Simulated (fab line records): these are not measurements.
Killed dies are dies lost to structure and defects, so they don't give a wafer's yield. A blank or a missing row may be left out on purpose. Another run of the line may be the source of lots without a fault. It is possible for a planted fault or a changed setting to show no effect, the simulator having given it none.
What tool caused it? ; flow sky130 ; Sampling: 6 lots, 18 wafers, 3 of 708 route steps

== WHAT EACH GAUGE READ, for each wafer ==
SKY_CONTACT_THK_MEAS_03.
lot;measured;on;CONTACT_HDPCVD_THK (nm)
L755;day 31 06:50;film-metro-02;573 571 570
L757;day 32 05:08;film-metro-02;561 577 562
L758;day 32 12:15;film-metro-01;578 570 563
L763;day 34 03:02;film-metro-02;566 568 572
L768;day 35 23:55;film-metro-01;688 682 686
L772;day 37 13:10;film-metro-01;569 564 569

== TOOL THAT RAN EACH LOT (tool first, then ch and the chambers of the sampled wafers, then the start) ==
lot;SKY_LI_CONTACT_ETCH_15;SKY_CONTACT_HDPCVD_02
L755;rie-diel-01 ch 0,2, day 30 00:26;hdpcvd-02 ch 1,2, day 31 06:46
L757;rie-diel-01 ch 0,2,3, day 30 22:58;hdpcvd-02 ch 0,2, day 32 05:02
L758;rie-diel-01 ch 0,2, day 31 05:57;hdpcvd-01 ch 0,1,2, day 32 12:10
L763;rie-diel-04 ch 1,2,3, day 32 21:37;hdpcvd-01 ch 0,2, day 34 02:55
L768;rie-diel-01 ch 0,3, day 34 19:05;hdpcvd-02 ch 1,2, day 35 23:50
L772;rie-diel-04 ch 1,2, day 36 08:49;hdpcvd-01 ch 0,1, day 37 13:06
- SKY_LI_CONTACT_ETCH_15: etches PSG in C4F8/O2/Ar, stops on Si, target depth 600 nm.
- SKY_CONTACT_HDPCVD_02: deposits SiO2, target thk 565 nm, time 94.2 s.

== THE ANSWER, worked out from the rows above alone ==
Rule: the lots themselves supply what counts as usual. Put in order of their means at a reading, lots are off if they are a third of the lots or fewer, leave a main group of 4 or more, and stand apart from it by a gap of 3 or more times the standard deviation of the main group's means; of several such gaps the widest counts. If all means in a main group match to the digits the tables above print for the reading, that group is not used. A lot without any number at a reading at which 4 lots or more have one is off too. Where the step has rows for the other lots, those lots are counted as sound.
Off: at SKY_CONTACT_THK_MEAS_03 (CONTACT_HDPCVD_THK), L768. For the main group the mean is 569 nm and the standard deviation 1.8.
A tool fits if, at a process step before that reading, it ran every lot that is off, and no sound lot after the first of them. Those tools and the gauges at SKY_CONTACT_THK_MEAS_03 are tried in the same way. 2 tools fit, rie-diel-01 at SKY_LI_CONTACT_ETCH_15 and hdpcvd-02 at SKY_CONTACT_HDPCVD_02, so this cannot tell which one it is.

== WHAT HAD BEEN PUT IN BY THE SIMULATOR ==
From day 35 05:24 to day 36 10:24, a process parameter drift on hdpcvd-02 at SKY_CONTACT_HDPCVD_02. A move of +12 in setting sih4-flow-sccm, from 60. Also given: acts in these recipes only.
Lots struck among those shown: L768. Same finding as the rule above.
